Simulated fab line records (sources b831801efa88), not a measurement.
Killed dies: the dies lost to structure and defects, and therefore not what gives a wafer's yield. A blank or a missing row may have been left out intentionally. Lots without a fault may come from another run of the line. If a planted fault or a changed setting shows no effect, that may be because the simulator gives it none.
A struck lot beside a sound one || flow sfqLine || 14 steps out of a route of 325
Sound: wafers L617.1, L617.2, L617.5. Struck: wafer L620.2. (L620.4, L620.5 of the same lot were not struck and are left out.) The cause comes at the end.
Per side, at each step with rows, come the tool, then ch with its chambers, and then its first start. Under that, the readings that differ: sound wafers || struck wafers || difference of the means || sigmas: that difference in standard deviations of wafers without a fault.
alike: readings whose means differ by less than 2 such deviations, and words and numbers that are the same on both sides. not compared: withheld readings, readings that some wafer has no value for, bounds like >300 that may hide the same value, and numbers for which the record gives no deviation and whose values overlap.
Wherever a step has rows on one side only, a row that says differs or no value, or a row with sigmas, the two part there. Non-overlapping numbers with no deviation appear without sigmas and do not part them. A reading missing from all wafers of one side parts the sides only when that side holds two or more wafers.

SFQ_INCOMING_BOW_MEAS_900:
  sound: filmMetro-01 at day 2 16:00; struck: filmMetro-01 at day 3 07:01
  alike: INCOMING_BOW
then, 1 step without rows for these wafers: SFQ_TRILAYER_INCOMING_OXIDATION_002 (target thk 500 nm, ox time 4939 s).
SFQ_TRILAYER_L0_DEP_SPUTTER_003: material MoNx KI, target thk 40 nm, time 100 s.
  sound: pvdSputter-06 at day 2 18:29; struck: pvdSputter-03 at day 3 09:29
  alike: basePressurePa, throttleValvePct
SFQ_L0_RS_MEAS_901: a four-point-probe measurement.
  sound: filmMetro-03 at day 2 18:34; struck: filmMetro-01 at day 3 09:35
  alike: L0_MONX_KI_RS
SFQ_L0_THK_MEAS_902: measures by xrf.
  sound: filmMetro-03 at day 2 18:41; struck: filmMetro-01 at day 3 09:41
  alike: L0_MONX_KI_THK
then, 1 step without rows for these wafers: SFQ_TRILAYER_L0_LITHO_COAT_010 (resist thk 62 nm).
SFQ_TRILAYER_L0_LITHO_COAT_005: resist thk 600 nm.
  sound on lithoTrack-03 ch 0, day 2 19:02; struck on lithoTrack-02 ch 0, day 3 10:05
{"reading": "model.KrF_of_TRILAYER_L0_LITHO_COAT_005.thkNm (nm)", "sound": "600.8 600.8 602.1", "struck": 711.6, "difference": "+110.4", "sigmas": ""}
then, 4 steps without rows for these wafers: SFQ_TRILAYER_L0_LITHO_SOFTBAKE_009; SFQ_TRILAYER_L0_LITHO_EXPOSE_006 (exposes mask L0, target cd 2000 nm); SFQ_TRILAYER_L0_LITHO_PEB_008 (peb time 60 s); SFQ_TRILAYER_L0_LITHO_DEVELOP_007 (time 60 s).
-- the record jumps here: 3 days lie between the struck wafers' starts before and after --
SFQ_TRILAYER_L0_BARC_OPEN_METAL_ETCH_010: etches BARC in O2, target depth 125 nm, time 41.7 s.
  sound on rieMetal-01 ch 0,1, day 5 20:59; struck on rieMetal-03 ch 1, day 6 07:48
  alike: drypumpMotorCurrentA, heBacksideLeakSccm, oesProductAu
  not compared: rfHoursCounterH
SFQ_TRILAYER_L0_ETCH_METAL_ETCH_008: etches MoNx KI in SF6/O2, stops on SiO2, target depth 50 nm, time 25 s.
  sound on rieMetal-01 ch 0,1, day 5 21:02; struck on rieMetal-03 ch 1, day 6 07:55
{"reading": "model.KrF_of_TRILAYER_L0_LITHO_COAT_005.thkNm (nm)", "sound": "481.4 482.6 482.9", "struck": 594.9, "difference": "+112.6", "sigmas": ""}
  alike: drypumpMotorCurrentA, heBacksideLeakSccm, oesProductAu
  not compared: rfHoursCounterH
SFQ_TRILAYER_L0_STRIP_STRIP_009: strips in O2.
  sound on rieMetal-01 ch 0,1, day 5 21:05; struck on rieMetal-03 ch 1, day 6 08:12
{"reading": "oesProductAu (a.u.)", "sound": "1.015 0.996 1.010", "struck": 0.979, "difference": -0.028, "sigmas": -3}
  alike: drypumpMotorCurrentA, heBacksideLeakSccm
  not compared: rfHoursCounterH

== WHERE THEY PART ==
SFQ_TRILAYER_L0_STRIP_STRIP_009 only, going by this record.

WHY: what the simulator had put in
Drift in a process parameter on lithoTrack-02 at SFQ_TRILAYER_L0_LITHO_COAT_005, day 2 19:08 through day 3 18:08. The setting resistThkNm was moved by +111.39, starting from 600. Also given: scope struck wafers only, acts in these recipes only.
